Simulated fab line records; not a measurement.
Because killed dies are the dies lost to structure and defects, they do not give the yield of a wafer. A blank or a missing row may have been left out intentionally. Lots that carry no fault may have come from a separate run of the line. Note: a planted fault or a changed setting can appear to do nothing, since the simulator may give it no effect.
What tool caused it? | flow sky130 | 13 lots with 39 wafers sampled at 5 steps, on a route of 708 steps

## WHAT THE GAUGES READ, wafer by wafer
SKY_VT_ADJUST_HVTP_CD_MEAS_07 targets a cd of 380 nm. Usual: cd nm reads 380.3 nm (standard deviation 2.4).
lot  | measured     | on        | cd nm (nm)        | flag
L406 | day 6 01:38  | cd sem-02 | 382.8 381.5 388.3 |
L407 | day 6 04:42  | cd sem-01 | 380.8 381.3 381.7 |
L408 | day 6 11:54  | cd sem-02 | 379.4 379.0 378.7 |
L413 | day 7 15:56  | cd sem-01 | 376.9 379.6 378.9 |
L415 | day 8 18:16  | cd sem-02 | 376.2 378.4 379.2 |
L420 | day 9 23:55  | cd sem-02 | 378.1 380.0 381.5 |
L424 | day 10 19:10 | cd sem-01 | 381.4 384.8 385.3 |
L423 | day 10 20:24 | cd sem-02 | 377.9 379.5 377.6 |
L425 | day 11 01:53 | cd sem-02 | 378.8 378.8 379.7 |
L426 | day 11 09:16 | cd sem-02 | 378.7 379.3 378.0 |
L427 | day 11 11:41 | cd sem-02 | 382.1 382.6 383.0 |
L428 | day 11 17:09 | cd sem-02 | 379.5 379.0 377.9 |
L429 | day 12 02:19 | cd sem-02 | 385.5 384.5 383.9 |

SKY_VT_ADJUST_HVTR_CD_MEAS_07 targets a cd of 380 nm. Usual: cd nm reads 380.1 nm (standard deviation 2.8).
lot  | measured     | on        | cd nm (nm)        | flag
L406 | day 9 10:23  | cd sem-01 | 382.6 381.8 381.6 |
L407 | day 9 13:10  | cd sem-01 | 385.0 387.8 387.0 |
L408 | day 9 21:06  | cd sem-02 | 377.8 376.5 377.3 |
L413 | day 11 04:46 | cd sem-01 | 409.5 406.0 406.9 | OFF
L415 | day 12 13:44 | cd sem-02 | 408.5 410.0 409.5 | OFF
L420 | day 14 00:22 | cd sem-02 | 382.3 383.3 380.6 |
L424 | day 14 21:46 | cd sem-02 | 375.6 379.1 379.5 |
L423 | day 14 23:20 | cd sem-01 | 377.5 376.8 380.4 |
L425 | day 15 07:40 | cd sem-01 | 382.4 381.8 381.3 |
L426 | day 15 14:29 | cd sem-02 | 376.9 377.2 377.1 |
L427 | day 15 18:46 | cd sem-01 | 378.2 376.9 376.5 |
L428 | day 16 00:10 | cd sem-01 | 382.5 380.9 380.6 |
L429 | day 16 13:19 | cd sem-01 | 383.2 379.2 382.8 |

SKY_SONOS_ONO_CD_MEAS_13 targets a cd of 410 nm. Usual: cd nm reads 410.2 nm (standard deviation 2).
lot  | measured     | on        | cd nm (nm)        | flag
L406 | day 12 12:52 | cd sem-02 | 405.9 408.2 406.9 |
L407 | day 12 16:52 | cd sem-01 | 413.7 414.7 413.5 |
L408 | day 13 00:43 | cd sem-02 | 410.4 410.4 410.5 |
L413 | day 14 13:07 | cd sem-01 | 406.6 407.9 408.7 |
L415 | day 16 05:31 | cd sem-02 | 411.8 411.1 413.6 |
L420 | day 17 17:14 | cd sem-02 | 408.2 407.5 410.8 |
L424 | day 18 19:23 | cd sem-01 | 412.2 412.4 410.8 |
L423 | day 18 19:35 | cd sem-01 | 412.5 410.8 411.2 |
L425 | day 19 04:29 | cd sem-02 | 406.9 405.4 405.2 |
L426 | day 19 10:56 | cd sem-02 | 412.1 410.6 409.0 |
L427 | day 19 16:10 | cd sem-01 | 411.3 408.7 410.2 |
L428 | day 19 21:08 | cd sem-01 | 413.5 410.9 411.6 |
L429 | day 20 12:58 | cd sem-01 | 411.0 411.1 409.8 |

SKY_LDD_P_TW_MEAS_11. Usual: for LDD_P_TW the level is 636 and the standard deviation is 3.6.
lot  | measured     | on            | LDD_P_TW    | flag
L406 | day 18 21:04 | film metro-01 | 639 639 633 |
L407 | day 19 02:43 | film metro-01 | 636 635 636 |
L408 | day 19 13:05 | film metro-02 | 638 641 639 |
L413 | day 21 06:18 | film metro-02 | 633 633 633 |
L415 | day 23 00:49 | film metro-01 | 635 632 634 |
L420 | day 24 11:25 | film metro-04 | 638 638 640 |
L424 | day 25 13:59 | film metro-02 | 630 631 633 |
L423 | day 25 15:08 | film metro-01 | 635 637 636 |
L425 | day 25 20:12 | film metro-01 | 633 634 634 |
L426 | day 26 03:25 | film metro-02 | 634 633 635 |
L427 | day 26 08:38 | film metro-02 | 633 634 633 |
L428 | day 26 12:57 | film metro-02 | 633 635 638 |
L429 | day 27 04:01 | film metro-02 | 631 634 633 |

## TOOL THAT RAN EACH LOT (tool first, then ch and the chambers of the sampled wafers, then the start)
lot  | SKY_VT_ADJUST_HVTR_DEVELOP_06
L406 | litho track-01 ch 0, day 9 10:14
L407 | litho track-03 ch 0, day 9 13:01
L408 | litho track-01 ch 0, day 9 20:58
L413 | litho track-03 ch 0, day 11 04:37
L415 | litho track-03 ch 0, day 12 13:35
L420 | litho track-01 ch 0, day 14 00:13
L424 | litho track-04 ch 0, day 14 21:37
L423 | litho track-01 ch 0, day 14 23:11
L425 | litho track-01 ch 0, day 15 07:32
L426 | litho track-03 ch 0, day 15 14:20
L427 | litho track-01 ch 0, day 15 18:37
L428 | litho track-03 ch 0, day 16 00:01
L429 | litho track-04 ch 0, day 16 13:10
- SKY_VT_ADJUST_HVTR_DEVELOP_06: develop time 60 s.

## AS READ BY THE TOOLS THEMSELVES (means over the sampled wafers that have a number; for cases with no such wafer, the mark the record gives instead)
The record holds no such reading with a usual standard deviation.

## THE ANSWER, worked out from the rows above alone
Rule: a lot counts as off when the mean over its wafers that have a number is more than 3 standard deviations away from the usual mean. A lot without any number at a reading at which 4 lots or more have one is off too. All remaining lots with rows at the step are treated as sound. Order of review: gauges by route order, followed by the tools' own readings, for which a lot's mean as printed above is used. The first step at which some lot is off is used, and at that step the reading that is off furthest; a lot without a number counts as furthest.
Off: L413, L415, at SKY_VT_ADJUST_HVTR_CD_MEAS_07 (cd nm).
A tool fits if, at a process step before that reading, it ran every lot that is off, and no sound lot after the first of them. Gauges at SKY_VT_ADJUST_HVTR_CD_MEAS_07: tried the same way as those tools. Not one of the candidates tried fits.

## WHAT WAS PUT IN BY THE SIMULATOR
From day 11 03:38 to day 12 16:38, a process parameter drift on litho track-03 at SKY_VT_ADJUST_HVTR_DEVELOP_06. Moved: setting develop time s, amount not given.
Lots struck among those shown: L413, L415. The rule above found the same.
